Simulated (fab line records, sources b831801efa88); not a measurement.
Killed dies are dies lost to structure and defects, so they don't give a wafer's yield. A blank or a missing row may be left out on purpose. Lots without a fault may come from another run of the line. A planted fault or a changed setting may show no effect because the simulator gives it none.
Problem report in the 8D (eight disciplines) form, filled by code | flow gf180mcu | the parts of the form that need people (team, actions taken, sign-off) are left out

1. THE PROBLEM
V2_W_RS at GF_V2_RS_MEAS_24 reads a mean of 0.238 ohm/sq on 4 wafers of 2 lots; wafers without a fault read 0.326 ohm/sq with a standard deviation of 0.0031. That is -28 standard deviations from the usual mean.
The step: measures by four-point-probe.
First seen on wafer L848.2, day 22 12:59, on film_metro-02. The record holds 30 wafers of 10 lots with a number at this step. Rule for "out", or "out of limits": more than 4 standard deviations from the usual mean. The other wafers with a number count as sound.

2. WHAT IT IS AND WHAT IT IS NOT
question                    | is                             | is not
which readings at this step | V2_W_RS                        | -
which lots                  | L848, L849                     | L842, L843, L857, L858, L859, L862, L863, L864
which wafers of those lots  | L848.2, L848.5, L849.1, L849.6 | L848.6, L849.2
read on which gauges        | film_metro-02, film_metro-04   | film_metro-03
when                        | from day 22 12:59              | up to then (7 sound wafers); but 19 sound wafers of L849, L857, L858, L859, L862, L863, L864 came after

3. SUSPECTS, AND WHAT RULES EACH OUT
Counting: a tool at a process step up to the reading stays a suspect if it ran every lot that is out. Sound lots after the first of them don't rule it out here, since some wafers of a struck lot are sound.
- the gauge at GF_V2_RS_MEAS_24: ruled out. The wafers that are out were read on 2 gauges (film_metro-02, film_metro-04).
- cvd_w-02 at GF_V2_CVD_23 (deposits W, target thk 350 nm, time 104.94 s): kept. It ran every lot that is out, first L848 (day 22 12:51); its last sound lot up to then is L842 (day 20 03:53).
- Within cvd_w-02 at GF_V2_CVD_23: the wafers that are out ran in chamber 1; their sound lot-mates ran in chamber 0.
Left after counting: cvd_w-02 at GF_V2_CVD_23.

4. THE CAUSE (what the simulator had put in)
Process parameter drift: cvd_w-02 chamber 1, from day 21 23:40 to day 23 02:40, at GF_V2_CVD_23. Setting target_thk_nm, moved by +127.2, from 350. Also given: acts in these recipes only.
Counting left only this tool.

5. THE CHAIN OF EFFECTS, in route order
Each row: a reading whose mean over the struck wafers that have a number lies more than 3 standard deviations from the usual. Only readings for which the record gives a usual standard deviation are gone through. hours: the time from each lot's start at the first step in this table that gives one to its start at this step, as a median over the lots. sigmas: the change in usual standard deviations.
hours | step              | reading            | usual        | on struck wafers | change | sigmas
0     | GF_V2_RS_MEAS_24  | V2_W_RS            | 0.326 ohm/sq | 0.238            | -0.088 | -28
0     | GF_V2_THK_MEAS_25 | V2_W_THK           | 358 nm       | 494              | +136   | +28
0     | GF_V2_CMP_26      | time_to_endpoint_s | 84 s         | 119              | +35    | +10
The process steps in it:
- GF_V2_CMP_26: polishes, stops on SiO2, t overpolish 15 s, target thk 0 nm.
Later measuring or inspecting steps at which every struck wafer that the step has a row for has a number for every such reading, and none has moved that far: GF_M3_RS_MEAS_05.

6. WHAT WOULD HAVE CAUGHT IT SOONER
In this record the first reading out of limits at a measuring or inspecting step was taken at day 22 12:59, 13 hours after the fault began at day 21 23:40.
Of the tool readings at GF_V2_CVD_23 for which the record gives a usual standard deviation, none was out on any struck wafer, so an alarm limit of 4 standard deviations on them would not have fired.
Of the lots that are out (2), L849 began GF_V2_CVD_23 on cvd_w-02 after day 22 12:59. A hold on the tool at that time would have spared it.
